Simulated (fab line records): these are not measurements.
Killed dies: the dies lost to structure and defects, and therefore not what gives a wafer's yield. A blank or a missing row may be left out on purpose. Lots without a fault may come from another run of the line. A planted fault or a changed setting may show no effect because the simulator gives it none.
2 desks looking at one fault || flow sky130 || what lay behind the numbers comes last; until then each desk has only its own

AT THE TOOL OWNER'S DESK: pvd_sputter-01
The tool's own readings at SKY_LOCAL_INTERCONNECT_SPUTTER_00 (material TiN, target thk 100 nm, time 83.3 s): means of the sampled wafers that have a number, for each lot that ran on this tool. Marked OUT: a lot whose mean sits more than 4 standard deviations from the usual mean, which makes it out of limits; the brackets give that distance.
Columns: A = throttle_valve_pct at SKY_LOCAL_INTERCONNECT_SPUTTER_00, usual 30.1 %
{"lot": "L893", "first seen here": "day 29 18:50", "A": 29.6}
{"lot": "L894", "first seen here": "day 30 04:40", "A": 30.5}
{"lot": "L897", "first seen here": "day 31 01:02", "A": 29.3}
{"lot": "L898", "first seen here": "day 31 06:19", "A": 29.7}
{"lot": "L906", "first seen here": "day 34 21:33", "A": 29.4}
{"lot": "L908", "first seen here": "day 35 23:19", "A": 28.9}
{"lot": "L910", "first seen here": "day 36 00:25", "A": 28.4}
{"lot": "L912", "first seen here": "day 36 07:30", "A": 30.2}
This desk's finding: nothing out of limits on any of the 8 lots.

METROLOGY DESK
What the gauges read for every lot (on any tool): the sampled wafers with a number, averaged. Marked OUT: a lot whose mean sits more than 4 standard deviations from the usual mean, which makes it out of limits; the brackets give that distance.
Columns: A = CAP2M_OVL at SKY_CAP2M_OVL_MEAS_12, usual 0.3 nm
{"lot": "L891", "first seen here": "day 40 20:17", "A": -0.9}
{"lot": "L893", "first seen here": "day 41 06:26", "A": 1.1}
{"lot": "L892", "first seen here": "day 41 07:03", "A": 0.0}
{"lot": "L894", "first seen here": "day 41 12:06", "A": -0.6}
{"lot": "L897", "first seen here": "day 42 10:22", "A": 1.2}
{"lot": "L898", "first seen here": "day 42 11:53", "A": -0.5}
{"lot": "L906", "first seen here": "day 45 14:02", "A": 1.2}
{"lot": "L909", "first seen here": "day 45 21:38", "A": -0.4}
{"lot": "L908", "first seen here": "day 46 11:56", "A": -1.3}
{"lot": "L911", "first seen here": "day 46 12:27", "A": 0.2}
{"lot": "L910", "first seen here": "day 46 14:23", "A": 1.0}
{"lot": "L913", "first seen here": "day 46 17:08", "A": 0.9}
{"lot": "L912", "first seen here": "day 46 18:14", "A": 2.5}
This desk's finding: nothing out of limits on any of the 13 lots.

TAKEN TOGETHER
The desk of the tool owner found nothing out of limits.
Metrology desk: nothing out of limits seen.

WHAT HAD BEEN PUT IN BY THE SIMULATOR
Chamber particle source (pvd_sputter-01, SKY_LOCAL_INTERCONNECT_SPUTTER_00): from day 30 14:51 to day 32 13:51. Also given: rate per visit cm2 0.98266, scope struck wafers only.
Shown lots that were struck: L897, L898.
